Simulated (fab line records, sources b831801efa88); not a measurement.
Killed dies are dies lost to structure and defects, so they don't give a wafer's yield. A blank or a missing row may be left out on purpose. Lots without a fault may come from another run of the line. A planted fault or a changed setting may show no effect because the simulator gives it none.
A struck lot beside a sound one | flow sky130 | 21 steps out of a route of 708
Sound: wafers L641.3, L641.5, L641.6. Struck: wafers L646.2, L646.5, L646.6. The cause comes at the end.
At each step with rows: each side's tool, then ch and its chambers, then its first start. Under that, the readings that differ: sound wafers | struck wafers | difference of the means | sigmas: that difference in standard deviations of wafers without a fault.
alike: readings whose means differ by less than 2 such deviations, and words and numbers that are the same on both sides. not compared: withheld readings, readings that some wafer has no value for, bounds like >300 that may hide the same value, and numbers for which the record gives no deviation and whose values overlap.
The two part at a step that has a row with sigmas, a row that says differs or no value, or rows on one side only. Numbers that don't overlap but have no deviation are shown without sigmas and don't part them. A reading that every wafer of one side lacks parts them only if that side has two wafers or more.

first, 1 step without rows for these wafers: SKY_RES_XHIGH_IMPLANT_07.
SKY_RES_XHIGH_STRIP_08: strips in O2/N2.
  sound on plasma_asher-04 ch 0,1, day 28 20:59; struck on plasma_asher-02 ch 0,1, day 31 05:47
  reading                      | sound             | struck            | difference | sigmas
  strip_time_to_endpoint_s (s) | 14.10 14.09 14.06 | 14.01 13.98 14.05 | -0.07      | -2
  alike: drypump_motor_current_A, oes_product_au
  not compared: rf_hours_counter_h
SKY_RES_XHIGH_TW_MEAS_09:
  sound on film_metro-04, day 28 21:04; struck on film_metro-03, day 31 05:53
  alike: RES_XHIGH_TW
then, 7 steps without rows for these wafers: SKY_SD_N_DEHYDRATE_00 (time 60 s); SKY_SD_N_HMDS_01 (prime time 60 s); SKY_SD_N_COAT_02 (resist thk 1140 nm); SKY_SD_N_SOFTBAKE_03 (time 60 s); SKY_SD_N_EXPOSE_04 (exposes mask NSDM, target cd 380 nm); SKY_SD_N_PEB_05; SKY_SD_N_DEVELOP_06 (develop time 60 s).
SKY_SD_N_CD_MEAS_07: target cd 380 nm.
  sound on cd_sem-01, day 30 01:07; struck on cd_sem-01, day 32 08:12
  reading    | sound             | struck            | difference | sigmas
  cd_nm (nm) | 375.8 376.7 376.1 | 379.7 381.6 381.7 | +4.8       | +2
SKY_SD_N_OVL_MEAS_08:
  sound on overlay-01, day 30 01:13; struck on overlay-02, day 32 08:19
  alike: SD_N_OVL
SKY_SD_N_IMPLANT_09:
  sound on implanter-02 ch 0, day 30 01:17; struck on implanter-04 ch 0, day 32 08:22
  reading                   | sound                | struck               | difference | sigmas
  beam_energy_keV           | 50.009 49.993 49.993 | 44.607 44.609 44.577 | -5.401     | -99 or more
  model.implant.rp_nm (nm)  | 32.35 32.35 32.35    | 30.39 30.39 30.39    | -1.96      |
  model.implant.drp_nm (nm) | 14.11 14.11 14.11    | 12.96 12.96 12.96    | -1.15      |
then, 1 step without rows for these wafers: SKY_SD_N_IMPLANT_10.
SKY_SD_N_STRIP_11: strips in O2/N2.
  sound on plasma_asher-02 ch 0,1, day 30 10:53; struck on plasma_asher-01 ch 0,1, day 32 08:38
  reading                      | sound             | struck            | difference | sigmas
  oes_product_au (a.u.)        | 0.526 0.519 0.534 | 0.544 0.533 0.538 | +0.012     | +2
  strip_time_to_endpoint_s (s) | 22.56 22.53 22.59 | 21.68 21.70 21.69 | -0.87      | -19
  alike: drypump_motor_current_A
  not compared: rf_hours_counter_h
SKY_SD_N_TW_MEAS_12:
  sound on film_metro-04, day 30 10:58; struck on film_metro-03, day 32 08:45
  reading | sound          | struck         | difference | sigmas
  SD_N_TW | 4037 4001 4011 | 3933 3910 3930 | -92        | -3
then, 1 step without rows for these wafers: SKY_SD_N_CLEAN_13 (cleans in SC1/SC2, time 150 s).
SKY_SD_N_RTA_14: time 2 s.
  sound on rtp_anneal-01 ch 0, day 30 11:05; struck on rtp_anneal-01 ch 0, day 32 08:52
  alike: chamber_o2_ppm, lamp_power_pct, ramp_up_c_per_s, wafer_temp_C_max
SKY_SD_N_RS_MEAS_16: measures by four-point-probe.
  sound on film_metro-02, day 30 11:17; struck on film_metro-03, day 32 09:02
  reading          | sound             | struck            | difference | sigmas
  SD_N_RS (ohm/sq) | 68.15 68.30 68.22 | 72.80 72.77 72.66 | +4.52      | +35
SKY_SD_N_RS_MEAS_17: measures by four-point-probe.
  sound on film_metro-02, day 30 11:24; struck on film_metro-03, day 32 09:10
  reading          | sound             | struck            | difference | sigmas
  SD_P_RS (ohm/sq) | 146.4 146.3 146.1 | 147.3 147.1 147.0 | +0.9       | +3
-- the record jumps here: 17 days lie between the struck wafers' starts before and after (it left off in module SD_N and takes up again in module PAD_OPEN, whose first step shown is number 708 of the route) --
SKY_PAD_OPEN_PROBE_99:
  sound on prober-02, day 47 13:29; struck on prober-02, day 49 00:37
  reading                            | sound             | struck            | difference | sigmas
  model.etest.res_ndiff.rs_ohm_sq    | 119 119.6 119.4   | 124.8 124.2 124.6 | +5.2       |
  model.etest.res_ndiff_hv.rs_ohm_sq | 113.2 113.5 114.4 | 119 118 118.2     | +5         |
  not compared: model.etest.res_ndiff.line_ohm_um

WHERE THEY PART
First at SKY_RES_XHIGH_STRIP_08; last, within this record, at SKY_SD_N_RS_MEAS_17.

WHY: what the simulator had put in
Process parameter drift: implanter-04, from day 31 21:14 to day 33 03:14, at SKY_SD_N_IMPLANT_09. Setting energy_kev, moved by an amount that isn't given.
